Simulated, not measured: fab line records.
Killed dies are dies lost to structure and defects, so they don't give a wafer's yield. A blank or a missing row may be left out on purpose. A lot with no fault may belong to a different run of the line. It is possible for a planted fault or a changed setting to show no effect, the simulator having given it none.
Matching of chambers / flow sfqLine / cmp-02 running SFQ_TRILAYER_I4_CMP_CMP_100: 4 sister chambers
The step polishes SiO2. 8 wafers are shown with their chamber, then 7 later ones without.

== WAFERS PAIRED WITH THEIR CHAMBERS ==
wafer=L964.3; chamber=2; motorCurrentA (A)=11.6; timeToEndpointS (s)=215
wafer=L964.5; chamber=2; motorCurrentA (A)=11.1; timeToEndpointS (s)=218
wafer=L965.5; chamber=0; motorCurrentA (A)=10.8; timeToEndpointS (s)=213
wafer=L968.2; chamber=3; motorCurrentA (A)=8.5; timeToEndpointS (s)=215
wafer=L968.5; chamber=1; motorCurrentA (A)=9.6; timeToEndpointS (s)=219
wafer=L970.2; chamber=1; motorCurrentA (A)=9.6; timeToEndpointS (s)=209
wafer=L970.1; chamber=3; motorCurrentA (A)=9.3; timeToEndpointS (s)=204
wafer=L970.3; chamber=0; motorCurrentA (A)=10.2; timeToEndpointS (s)=214

== WAFERS MISSING THEIR CHAMBER ==
wafer=L974.1; motorCurrentA (A)=9.9; timeToEndpointS (s)=205
wafer=L974.2; motorCurrentA (A)=10.1; timeToEndpointS (s)=199
wafer=L974.5; motorCurrentA (A)=8.5; timeToEndpointS (s)=226
wafer=L977.1; motorCurrentA (A)=10.2; timeToEndpointS (s)=204
wafer=L985.2; motorCurrentA (A)=11.2; timeToEndpointS (s)=217
wafer=L985.4; motorCurrentA (A)=8.8; timeToEndpointS (s)=211
wafer=L985.1; motorCurrentA (A)=10.2; timeToEndpointS (s)=204

== EACH ONE'S CHAMBER ==
wafer=L974.1; from the rows above=can't be placed: 1 or 0 or 3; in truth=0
wafer=L974.2; from the rows above=can't be placed: 0 or 1 or 3 or 2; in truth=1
wafer=L974.5; from the rows above=can't be placed: 3 or 1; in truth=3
wafer=L977.1; from the rows above=can't be placed: 0 or 1 or 3 or 2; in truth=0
wafer=L985.2; from the rows above=can't be placed: 2 or 0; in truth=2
wafer=L985.4; from the rows above=can't be placed: 3 or 1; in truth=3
wafer=L985.1; from the rows above=can't be placed: 0 or 1 or 3 or 2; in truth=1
0 of 7 placed correctly. Cannot be placed on the basis of these rows: 7; the candidates contain the true chamber in 7. Wrongly placed: 0.
How it was worked out, from the rows above alone: a wafer's distance from a chamber is the root of the sum, over the readings, of the square of ((its reading less the chamber's mean) divided by the reading's scatter). If the next closest chamber is less than 2 further off than the closest, the wafer can't be placed; otherwise it belongs to the closest. Each chamber's mean is taken over the wafers shown for it. The scatter: take each reading less its chamber's mean, square it, sum over the shown wafers, divide by the number of wafers less the number of chambers, and take the root.
